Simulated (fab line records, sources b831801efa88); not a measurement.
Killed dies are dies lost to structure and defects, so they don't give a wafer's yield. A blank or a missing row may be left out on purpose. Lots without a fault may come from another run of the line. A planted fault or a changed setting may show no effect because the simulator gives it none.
Chamber matching | flow sky130 | SKY_VIA3_ETCH_14 on rie_diel-03: 4 sister chambers
The step etches BARC in N2/H2, stops on SiO2, time 45.9 s, target depth 60 nm. 18 wafers are shown with their chamber, then 9 later ones without.

WAFERS WITH THEIR CHAMBER
wafer  | chamber | drypump_motor_current_A (A) | throttle_valve_pct (%) | oes_product_au (a.u.)
L074.1 | 1       | 5.7                         | 13.223                 | 0.861
L074.2 | 3       | 5.5                         | 13.223                 | 0.866
L074.3 | 2       | 5.5                         | 13.220                 | 0.850
L079.1 | 2       | 5.6                         | 13.233                 | 0.852
L079.2 | 0       | 6.8                         | 13.209                 | 0.853
L079.3 | 3       | 5.6                         | 13.223                 | 0.856
L079.4 | 1       | 5.8                         | 13.231                 | 0.857
L079.5 | 3       | 5.6                         | 13.217                 | 0.855
L079.6 | 0       | 6.8                         | 13.221                 | 0.862
L080.3 | 1       | 5.7                         | 13.229                 | 0.851
L080.4 | 2       | 5.5                         | 13.226                 | 0.854
L080.5 | 3       | 5.6                         | 13.227                 | 0.855
L083.3 | 0       | 6.8                         | 13.225                 | 0.858
L083.4 | 2       | 5.6                         | 13.235                 | 0.860
L083.5 | 1       | 5.7                         | 13.231                 | 0.861
L086.1 | 3       | 5.6                         | 13.225                 | 0.858
L086.2 | 1       | 5.8                         | 13.226                 | 0.858
L086.3 | 2       | 5.5                         | 13.229                 | 0.850

SIGNATURES (means of the wafers above)
reading                 | chamber 0 | chamber 1 | chamber 2 | chamber 3 | scatter within a chamber
drypump_motor_current_A | 6.800     | 5.740     | 5.540     | 5.580     | 0.0478
throttle_valve_pct      | 13.21833  | 13.22800  | 13.22860  | 13.22300  | 0.00524
oes_product_au          | 0.85767   | 0.85760   | 0.85320   | 0.85800   | 0.00433
Rule: a wafer's distance from a chamber is the root of the sum, over the readings, of the square of ((its reading less the chamber's mean) divided by the reading's scatter). The wafer belongs to the nearest chamber; if the next one is less than 2 further off, it can't be placed. The scatter: the root of (the sum of the squares of (reading less its chamber's mean) over the shown wafers, divided by (wafers less chambers)).

WAFERS WITHOUT THEIR CHAMBER
wafer  | drypump_motor_current_A (A) | throttle_valve_pct (%) | oes_product_au (a.u.)
L086.4 | 6.8                         | 13.210                 | 0.856
L086.5 | 5.8                         | 13.229                 | 0.859
L086.6 | 5.5                         | 13.210                 | 0.851
L090.1 | 5.6                         | 13.241                 | 0.858
L090.2 | 6.8                         | 13.237                 | 0.849
L090.5 | 5.6                         | 13.228                 | 0.850
L096.2 | 6.8                         | 13.233                 | 0.854
L096.3 | 5.6                         | 13.219                 | 0.855
L096.5 | 5.8                         | 13.219                 | 0.850

WHICH CHAMBER EACH WENT THROUGH
wafer  | from the rows above          | in truth
L086.4 | 0                            | 0
L086.5 | 1                            | 1
L086.6 | can't be placed: 3 or 2      | 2
L090.1 | can't be placed: 2 or 3 or 1 | 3
L090.2 | 0                            | 0
L090.5 | can't be placed: 2 or 3 or 1 | 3
L096.2 | 0                            | 0
L096.3 | can't be placed: 3 or 2      | 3
L096.5 | 1                            | 1
Placed correctly: 5 of 9. Can't be placed from these rows: 4 (the true chamber is among the candidates in 4). Placed wrongly: 0.
